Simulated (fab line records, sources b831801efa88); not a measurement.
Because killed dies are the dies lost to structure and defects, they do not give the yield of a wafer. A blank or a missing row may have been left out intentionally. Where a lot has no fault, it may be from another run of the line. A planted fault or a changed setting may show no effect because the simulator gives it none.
The tool behind it: which one?	flow gf180mcu	Sampling: 13 lots, 39 wafers, 2 of 602 route steps

WHAT EACH GAUGE READ, for each wafer
GF_MIM_THK_MEAS_06.
lot	measured	on	MIM_CVD_05_THK (nm)
L156	day 24 20:28	film-metro-01	41.9 41.9 42.5
L157	day 25 04:02	film-metro-01	41.4 42.1 41.7
L158	day 25 09:26	film-metro-02	40.7 40.8 41.0
L159	day 25 13:28	film-metro-04	41.8 42.0 41.8
L161	day 26 10:45	film-metro-04	41.7 41.4 41.7
L169	day 29 06:32	film-metro-04	41.1 41.0 41.5
L172	day 30 01:33	film-metro-01	41.3 42.2 41.7
L173	day 30 09:52	film-metro-02	41.2 41.9 41.6
L174	day 30 14:19	film-metro-01	42.0 40.8 42.3
L175	day 30 23:37	film-metro-02	41.6 42.1 41.9
L176	day 31 00:32	film-metro-02	40.8 41.8 41.8
L177	day 31 02:58	film-metro-04	42.7 42.6 42.8
L178	day 31 07:50	film-metro-04	41.7 42.2 42.4

WHAT TOOL EACH LOT RAN ON (gives the tool, then ch and the chambers of the sampled wafers, and finally the start)
lot	GF_MIM_SPUTTER_01
L156	pvd-sputter-01, day 24 20:19
L157	pvd-sputter-01, day 25 03:53
L158	pvd-sputter-03, day 25 09:17
L159	pvd-sputter-01, day 25 13:19
L161	pvd-sputter-03, day 26 10:35
L169	pvd-sputter-04, day 29 06:23
L172	pvd-sputter-03, day 30 01:23
L173	pvd-sputter-01, day 30 09:43
L174	pvd-sputter-04, day 30 14:10
L175	pvd-sputter-01, day 30 23:28
L176	pvd-sputter-03, day 31 00:21
L177	pvd-sputter-01, day 31 02:47
L178	pvd-sputter-03, day 31 07:41
- GF_MIM_SPUTTER_01: material TiN, target thk 30 nm, time 25 s.

AS READ BY THE TOOLS THEMSELVES (means over the sampled wafers that have a number; for cases with no such wafer, the mark the record gives instead)
GF_MIM_SPUTTER_01.
lot	tool	throttle-valve-pct (%)
L156	pvd-sputter-01	29.7
L157	pvd-sputter-01	30.7
L158	pvd-sputter-03	30.9
L159	pvd-sputter-01	31.7
L161	pvd-sputter-03	30.1
L169	pvd-sputter-04	30.3
L172	pvd-sputter-03	31.2
L173	pvd-sputter-01	31.3
L174	pvd-sputter-04	29.9
L175	pvd-sputter-01	32.4
L176	pvd-sputter-03	30.7
L177	pvd-sputter-01	30.8
L178	pvd-sputter-03	29.8

THE ANSWER, worked out from the rows above alone
Rule: usual is defined by the lots themselves. Put in order of their means at a reading, lots are off if they are a third of the lots or fewer, leave a main group of 4 or more, and stand apart from it by a gap of 3 or more times the standard deviation of the main group's means; of several such gaps the widest counts. If all means in a main group match to the digits the tables above print for the reading, that group is not used. A lot without any number at a reading at which 4 lots or more have one is off too. Where the step has rows for the other lots, those lots are counted as sound. First the gauges in route order, then the tools' own readings, where a lot's mean is used as printed above. The first step at which some lot is off is used, and at that step the reading that is off furthest; a lot without a number counts as furthest.
No lot is off on any of the readings shown, so nothing can be concluded from this.

WHAT WAS PUT IN BY THE SIMULATOR
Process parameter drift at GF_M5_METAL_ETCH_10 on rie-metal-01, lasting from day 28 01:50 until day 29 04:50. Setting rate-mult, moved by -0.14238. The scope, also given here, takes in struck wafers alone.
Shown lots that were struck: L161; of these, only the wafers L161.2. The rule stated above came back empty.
